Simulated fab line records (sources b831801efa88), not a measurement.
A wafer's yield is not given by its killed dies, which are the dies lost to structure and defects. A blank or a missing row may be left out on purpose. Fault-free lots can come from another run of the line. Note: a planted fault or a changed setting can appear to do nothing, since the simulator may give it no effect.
fab line records | flow gf180mcu
record: lots: 14 | wafers: 42 | last-day: 34
route steps=602 shown SALICIDE@282 CONTACT@302
lots untouched by any fault: they come from a run of this same line in which no faults occurred
start-h: hours from the record's first day to the start of the lot's first wafer shown | wait-h: hours elapsed since this lot's preceding step | " as in the row above | L1.1+2: a single row standing in for several wafers | - no value, or no start was given | * or withheld: withheld | < > ~ a bound
route shown NAME@n: NAME is a module with steps in the file, n the number in the route of the first one | usual: mean/standard deviation taken from wafers without a fault | same: alike in all rows | chamber/n: place in a boat | sites: the reading at each site | _std_site: how widely they spread, as a standard deviation | _edge_site: inner sites' mean taken away from outer sites' mean | radius-mm: for every site, how far away it sits from the centre of the wafer | mask NAME#n: copy n | behind: the most recent tool/chamber to have shaped the wafer | hold: what put the lot on hold/how long, in hours/how the hold closed | device: names the non-switching transistor (n, p or np) | end of line: the same wafers' tests at the end of the route | where a step has no rows: the recipe by itself | killed: the dies lost at the first sort to structure and to defects; this is not the yield of the wafer | map: per-die view of a wafer (x killed, . not killed, _ where there is no die)
set.NAME: the run value of the setting; set.NAME@STEP: its run value at that earlier step | model.NAME: the simulator's own value behind a step, which no gauge read
the route's steps for a sample of lots (tables are steps, rows are wafers)
services: a tool's chamber out of use, with start hour (start-h, from the record's first day; less than 0 if before it), hours out, and reason
== steps ==
step: GF_SALICIDE_RS_MEAS_04
recipe: thk-meas-gauge: four-point-probe | reads: TiN_of_SALICIDE_SPUTTER_03+Co_of_SALICIDE_SPUTTER_02
usual: SALICIDE_TIN_RS: 16.44/0.3
lot.wafer | tool          | chamber | start-h | wait-h | SALICIDE_TIN_RS[ohm/sq]
L959.1    | film-metro-04 | -       | 346.91  | 0.0    | 16.20
L959.2    | "             | -       | "       | "      | 16.09
L959.5    | "             | -       | "       | "      | 16.44
L961.1    | film-metro-04 | -       | 362.55  | 0.0    | 16.65
L961.3    | "             | -       | "       | "      | 16.67
L961.5    | "             | -       | "       | "      | 16.48
L962.1    | film-metro-04 | -       | 366.31  | 0.0    | 16.38
L962.2    | "             | -       | "       | "      | 16.26
L962.4    | "             | -       | "       | "      | 16.63
L963.3    | film-metro-04 | -       | 379.68  | 0.1    | 16.78
L963.5    | "             | -       | "       | "      | 16.53
L963.6    | "             | -       | "       | "      | 16.68
L964.2    | film-metro-01 | -       | 385.72  | 0.0    | 15.96
L964.4    | "             | -       | "       | "      | 16.53
L964.6    | "             | -       | "       | "      | 16.67
L966.2    | film-metro-04 | -       | 403.65  | 0.0    | 16.35
L966.3    | "             | -       | "       | "      | 16.75
L966.6    | "             | -       | "       | "      | 16.74
L969.1    | film-metro-03 | -       | 428.90  | 0.0    | 16.09
L969.3    | "             | -       | "       | "      | 16.45
L969.5    | "             | -       | "       | "      | 16.09
L970.1    | film-metro-01 | -       | 433.79  | 0.0    | 16.34
L970.3    | "             | -       | "       | "      | 17.06
L970.5    | "             | -       | "       | "      | 16.69
L971.1    | film-metro-01 | -       | 442.94  | 0.0    | 16.06
L971.3    | "             | -       | "       | "      | 16.10
L971.4    | "             | -       | "       | "      | 16.15
L972.2    | film-metro-03 | -       | 453.65  | 0.0    | 16.00
L972.4    | "             | -       | "       | "      | 16.37
L972.6    | "             | -       | "       | "      | 16.17
L978.2    | film-metro-04 | -       | 505.49  | 0.0    | 16.62
L978.3    | "             | -       | "       | "      | 16.38
L978.4    | "             | -       | "       | "      | 16.60
L979.1    | film-metro-01 | -       | 508.88  | 0.0    | 16.96
L979.2    | "             | -       | "       | "      | 16.71
L979.5    | "             | -       | "       | "      | 16.79
L981.1    | film-metro-01 | -       | 538.01  | 0.0    | 16.34
L981.4    | "             | -       | "       | "      | 16.40
L981.6    | "             | -       | "       | "      | 16.07
L982.2    | film-metro-04 | -       | 540.91  | 0.0    | 16.47
L982.5    | "             | -       | "       | "      | 16.55
L982.6    | "             | -       | "       | "      | 16.11
step: GF_SALICIDE_RTA_08
recipe: temp-c: 800 | time-s: 30 | ambient: N2
usual: lamp-power-pct: 16.6/1.3 | wafer_temp_C_max: 803.3/0.91
lot.wafer | tool          | chamber | start-h | wait-h | lamp-power-pct | wafer_temp_C_max
L959.1    | rtp-anneal-02 | 0       | 347.28  | 0.0    | 17.8           | 803.4
L959.2    | "             | 0       | "       | "      | 17.8           | 802.8
L959.5    | "             | 0       | "       | "      | 17.8           | 802.8
L961.1    | rtp-anneal-02 | 0       | 362.93  | 0.0    | 17.8           | 802.8
L961.3    | "             | 0       | "       | "      | 17.8           | 803.0
L961.5    | "             | 0       | "       | "      | 17.8           | 803.0
L962.1    | rtp-anneal-01 | 0       | 366.69  | 0.0    | 15.3           | 804.7
L962.2    | "             | 0       | "       | "      | 15.3           | 803.3
L962.4    | "             | 0       | "       | "      | 15.3           | 803.6
L963.3    | rtp-anneal-01 | 0       | 380.04  | 0.0    | 15.3           | 804.3
L963.5    | "             | 0       | "       | "      | 15.3           | 804.0
L963.6    | "             | 0       | "       | "      | 15.3           | 803.4
L964.2    | rtp-anneal-02 | 0       | 386.09  | 0.0    | 17.8           | 802.8
L964.4    | "             | 0       | "       | "      | 17.8           | 802.7
L964.6    | "             | 0       | "       | "      | 17.8           | 802.6
L966.2    | rtp-anneal-01 | 0       | 404.03  | 0.0    | 15.3           | 803.5
L966.3    | "             | 0       | "       | "      | 15.3           | 805.2
L966.6    | "             | 0       | "       | "      | 15.3           | 803.5
L969.1    | rtp-anneal-02 | 0       | 429.37  | 0.0    | 17.8           | 802.0
L969.3    | "             | 0       | "       | "      | 17.8           | 802.0
L969.5    | "             | 0       | "       | "      | 17.8           | 802.0
L970.1    | rtp-anneal-02 | 0       | 434.17  | 0.0    | 17.9           | 802.1
L970.3    | "             | 0       | "       | "      | 17.8           | 802.9
L970.5    | "             | 0       | "       | "      | 17.9           | 803.5
L971.1    | rtp-anneal-01 | 0       | 443.31  | 0.0    | 11.9           | 724.0
L971.3    | "             | 0       | "       | "      | 11.9           | 723.3
L971.4    | "             | 0       | "       | "      | 11.9           | 723.0
L972.2    | rtp-anneal-01 | 0       | 454.02  | 0.0    | 11.9           | 724.4
L972.4    | "             | 0       | "       | "      | 11.9           | 723.8
L972.6    | "             | 0       | "       | "      | 11.9           | 723.0
L978.2    | rtp-anneal-02 | 0       | 505.86  | 0.0    | 17.8           | 802.2
L978.3    | "             | 0       | "       | "      | 17.9           | 802.8
L978.4    | "             | 0       | "       | "      | 17.8           | 802.5
L979.1    | rtp-anneal-02 | 0       | 509.36  | 0.0    | 17.8           | 803.3
L979.2    | "             | 0       | "       | "      | 17.8           | 802.5
L979.5    | "             | 0       | "       | "      | 17.8           | 803.0
L981.1    | rtp-anneal-02 | 0       | 538.39  | 0.0    | 17.8           | 802.3
L981.4    | "             | 0       | "       | "      | 17.8           | 802.1
L981.6    | "             | 0       | "       | "      | 17.8           | 801.9
L982.2    | rtp-anneal-01 | 0       | 541.27  | 0.0    | 15.3           | 803.7
L982.5    | "             | 0       | "       | "      | 15.3           | 803.5
L982.6    | "             | 0       | "       | "      | 15.3           | 806.2
step: GF_CONTACT_OVL_MEAS_15
usual: CONTACT_OVL: -4/6.3
lot.wafer | tool       | chamber | start-h | wait-h | CONTACT_OVL[nm]
L959.1    | overlay-01 | -       | 370.52  | 0.1    | -9
L959.2    | "          | -       | "       | "      | 0
L959.5    | "          | -       | "       | "      | -15
L961.1    | overlay-02 | -       | 386.65  | 0.1    | -8
L961.3    | "          | -       | "       | "      | -1
L961.5    | "          | -       | "       | "      | -6
L962.1    | overlay-01 | -       | 390.00  | 0.1    | -1
L962.2    | "          | -       | "       | "      | 0
L962.4    | "          | -       | "       | "      | -1
L963.3    | overlay-01 | -       | 404.47  | 0.1    | -21
L963.5    | "          | -       | "       | "      | -14
L963.6    | "          | -       | "       | "      | -8
L964.2    | overlay-02 | -       | 410.02  | 0.1    | 9
L964.4    | "          | -       | "       | "      | 6
L964.6    | "          | -       | "       | "      | -4
L966.2    | overlay-02 | -       | 428.72  | 0.1    | 4
L966.3    | "          | -       | "       | "      | 3
L966.6    | "          | -       | "       | "      | -3
L969.1    | overlay-02 | -       | 454.27  | 0.1    | -1
L969.3    | "          | -       | "       | "      | 12
L969.5    | "          | -       | "       | "      | 4
L970.1    | overlay-01 | -       | 459.17  | 0.1    | 7
L970.3    | "          | -       | "       | "      | 3
L970.5    | "          | -       | "       | "      | 5
L971.1    | overlay-02 | -       | 468.70  | 0.1    | -12
L971.3    | "          | -       | "       | "      | -2
L971.4    | "          | -       | "       | "      | -17
L972.2    | overlay-02 | -       | 479.55  | 0.1    | -10
L972.4    | "          | -       | "       | "      | -5
L972.6    | "          | -       | "       | "      | -7
L978.2    | overlay-02 | -       | 530.11  | 0.1    | -8
L978.3    | "          | -       | "       | "      | -13
L978.4    | "          | -       | "       | "      | -10
L979.1    | overlay-02 | -       | 533.57  | 0.1    | -11
L979.2    | "          | -       | "       | "      | 0
L979.5    | "          | -       | "       | "      | -11
L981.1    | overlay-02 | -       | 561.40  | 0.1    | -7
L981.4    | "          | -       | "       | "      | 4
L981.6    | "          | -       | "       | "      | 3
L982.2    | overlay-01 | -       | 563.32  | 0.1    | -1
L982.5    | "          | -       | "       | "      | -16
L982.6    | "          | -       | "       | "      | -5
step: GF_CONTACT_SPUTTER_22
recipe: material: Ti | target-thk-nm: 15 | chamber-pressure-pa: 5 | power-w: 2500 | substrate-temp-c: 200 | time-s: 80.02
usual: throttle-valve-pct: 30.4/0.87
lot.wafer | tool           | chamber | start-h | wait-h | throttle-valve-pct
L959.1    | pvd-sputter-01 | -       | 371.02  | 0.0    | 28.1
L959.2    | "              | -       | "       | "      | 31.7
L959.5    | "              | -       | "       | "      | 31.6
L961.1    | pvd-sputter-04 | -       | 387.14  | 0.0    | 29.2
L961.3    | "              | -       | "       | "      | 30.3
L961.5    | "              | -       | "       | "      | 30.2
L962.1    | pvd-sputter-04 | -       | 390.50  | 0.0    | 28.9
L962.2    | "              | -       | "       | "      | 31.1
L962.4    | "              | -       | "       | "      | 30.2
L963.3    | pvd-sputter-03 | -       | 405.15  | 0.0    | 30.6
L963.5    | "              | -       | "       | "      | 30.9
L963.6    | "              | -       | "       | "      | 29.6
L964.2    | pvd-sputter-04 | -       | 410.51  | 0.0    | 30.3
L964.4    | "              | -       | "       | "      | 31.3
L964.6    | "              | -       | "       | "      | 31.2
L966.2    | pvd-sputter-03 | -       | 429.23  | 0.0    | 31.0
L966.3    | "              | -       | "       | "      | 30.5
L966.6    | "              | -       | "       | "      | 30.8
L969.1    | pvd-sputter-03 | -       | 454.76  | 0.0    | 31.4
L969.3    | "              | -       | "       | "      | 30.4
L969.5    | "              | -       | "       | "      | 30.4
L970.1    | pvd-sputter-03 | -       | 459.66  | 0.0    | 30.4
L970.3    | "              | -       | "       | "      | 30.8
L970.5    | "              | -       | "       | "      | 31.5
L971.1    | pvd-sputter-03 | -       | 469.20  | 0.0    | 29.6
L971.3    | "              | -       | "       | "      | 31.0
L971.4    | "              | -       | "       | "      | 31.4
L972.2    | pvd-sputter-03 | -       | 480.04  | 0.0    | 30.3
L972.4    | "              | -       | "       | "      | 29.6
L972.6    | "              | -       | "       | "      | 30.8
L978.2    | pvd-sputter-04 | -       | 530.61  | 0.0    | 31.3
L978.3    | "              | -       | "       | "      | 30.2
L978.4    | "              | -       | "       | "      | 29.2
L979.1    | pvd-sputter-04 | -       | 534.06  | 0.0    | 29.0
L979.2    | "              | -       | "       | "      | 31.4
L979.5    | "              | -       | "       | "      | 30.3
L981.1    | pvd-sputter-04 | -       | 561.89  | 0.0    | 29.1
L981.4    | "              | -       | "       | "      | 30.9
L981.6    | "              | -       | "       | "      | 30.9
L982.2    | pvd-sputter-01 | -       | 563.81  | 0.0    | 31.3
L982.5    | "              | -       | "       | "      | 31.2
L982.6    | "              | -       | "       | "      | 29.2
== services ==
tool           | chamber | start-h | hours | kind
pvd-sputter-04 | -       | 344.15  | 6.3   | repair
pvd-sputter-04 | -       | 345.39  | 3.0   | repair
pvd-sputter-03 | -       | 394.08  | 0.8   | repair
pvd-sputter-03 | -       | 408.94  | 3.6   | repair
pvd-sputter-04 | -       | 516.42  | 2.7   | repair
pvd-sputter-03 | -       | 539.47  | 9.2   | repair
rtp-anneal-01  | -       | 542.90  | 0.4   | repair
== key ==
first-sign: step: GF_SALICIDE_RTA_08 | reading: wafer_temp_C_max | direction: down | sigmas: 88 | usual: * | struck: *
effect: step: GF_SALICIDE_RTA_08 | reading: lamp-power-pct | direction: down | sigmas: 3.7 | usual: 16.6 | struck: 11.9
met-at GF_SALICIDE_RTA_08
struck-lots L971,L972
tester-left-out L971,L972
not-acting-at GF_SALICIDE_RS_MEAS_04,GF_CONTACT_OVL_MEAS_15,GF_CONTACT_SPUTTER_22
onset-between 404.03 443.31
fault: kind: process-parameter-drift | tool: rtp-anneal-01 | chamber: - | onset-h: 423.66 | steps: GF_SALICIDE_RTA_08 | channel: temp-c | offset: * | shape: step | end-h: 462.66 | acts-in: * | stated: *
tester-left-out: of these lots the tester's yield and bins aren't shown, on N5 and GAA mostly nor the transistor test; their killed dies are dies lost to structure and defects alone, not to doping, threshold or leakage, so they don't give the yield
